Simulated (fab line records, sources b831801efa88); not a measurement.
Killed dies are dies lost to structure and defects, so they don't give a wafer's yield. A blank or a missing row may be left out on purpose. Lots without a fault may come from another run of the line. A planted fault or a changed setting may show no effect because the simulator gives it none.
A struck lot beside a sound one | flow sky130 | 14 steps out of a route of 708
Sound: wafers L691.1, L691.2, L691.3. Struck: wafers L699.1, L699.2, L699.5. The cause comes at the end.
At each step with rows: each side's tool, then ch and its chambers, then its first start. Under that, the readings that differ: sound wafers | struck wafers | difference of the means | sigmas: that difference in standard deviations of wafers without a fault.
alike: readings whose means differ by less than 2 such deviations, and words and numbers that are the same on both sides. not compared: withheld readings, readings that some wafer has no value for, bounds like >300 that may hide the same value, and numbers for which the record gives no deviation and whose values overlap.
The two part at a step that has a row with sigmas, a row that says differs or no value, or rows on one side only. Numbers that don't overlap but have no deviation are shown without sigmas and don't part them. A reading that every wafer of one side lacks parts them only if that side has two wafers or more.

first, 1 step without rows for these wafers: SKY_LOCAL_INTERCONNECT_CLEAN_18 (cleans in O3/DIW).
SKY_CONTACT_CVD_00: deposits Si3N4, target thk 75 nm.
  sound on pecvd-04 ch 0,1,2, day 31 12:03; struck on pecvd-03 ch 1,2, day 34 04:04
  alike: heater_power_w, rf_fwd_power_W
SKY_CONTACT_THK_MEAS_01:
  sound on film_metro-04, day 31 12:05; struck on film_metro-03, day 34 04:05
  alike: CONTACT_CVD_00_THK
then, 1 step without rows for these wafers: SKY_CONTACT_HDPCVD_02 (deposits SiO2, target thk 565 nm, time 94.2 s).
SKY_CONTACT_THK_MEAS_03:
  sound on film_metro-03, day 31 12:13; struck on film_metro-03, day 34 04:13
  alike: CONTACT_HDPCVD_THK
SKY_CONTACT_CMP_04: polishes SiO2.
  sound on cmp-01 ch 0,1,2, day 31 12:16; struck on cmp-01 ch 0,1,3, day 34 04:23
  alike: motor_current_A, retaining_ring_pressure_frac, time_to_endpoint_s
SKY_CONTACT_BOW_MEAS_05:
  sound on film_metro-01, day 31 12:34; struck on film_metro-03, day 34 04:35
  reading          | sound    | struck   | difference | sigmas
  CONTACT_BOW (um) | 78 67 85 | 98 93 91 | +17        | +2
then, 5 steps without rows for these wafers: SKY_CONTACT_DEHYDRATE_06 (time 60 s); SKY_CONTACT_HMDS_07 (prime time 60 s); SKY_CONTACT_COAT_08 (resist thk 60 nm); SKY_CONTACT_COAT_09 (resist thk 450 nm); SKY_CONTACT_SOFTBAKE_10 (time 90 s).
SKY_CONTACT_EXPOSE_11: exposes mask CTM1, target cd 170 nm.
  sound on krf_scanner-02 ch 0, day 32 03:11; struck on krf_scanner-02, day 34 17:26
  no value came back on the struck wafers for exposure_dose_mJ_cm2, focus_offset_nm (nm), na, stage_vel_mm_s (mm/s); on the sound wafers exposure_dose_mJ_cm2 reads 38.01 37.97 38.01
  alike: mask
then, 1 step without rows for these wafers: SKY_CONTACT_PEB_12.

WHERE THEY PART
First at SKY_CONTACT_BOW_MEAS_05; last, within this record, at SKY_CONTACT_EXPOSE_11.

WHY: what the simulator had put in
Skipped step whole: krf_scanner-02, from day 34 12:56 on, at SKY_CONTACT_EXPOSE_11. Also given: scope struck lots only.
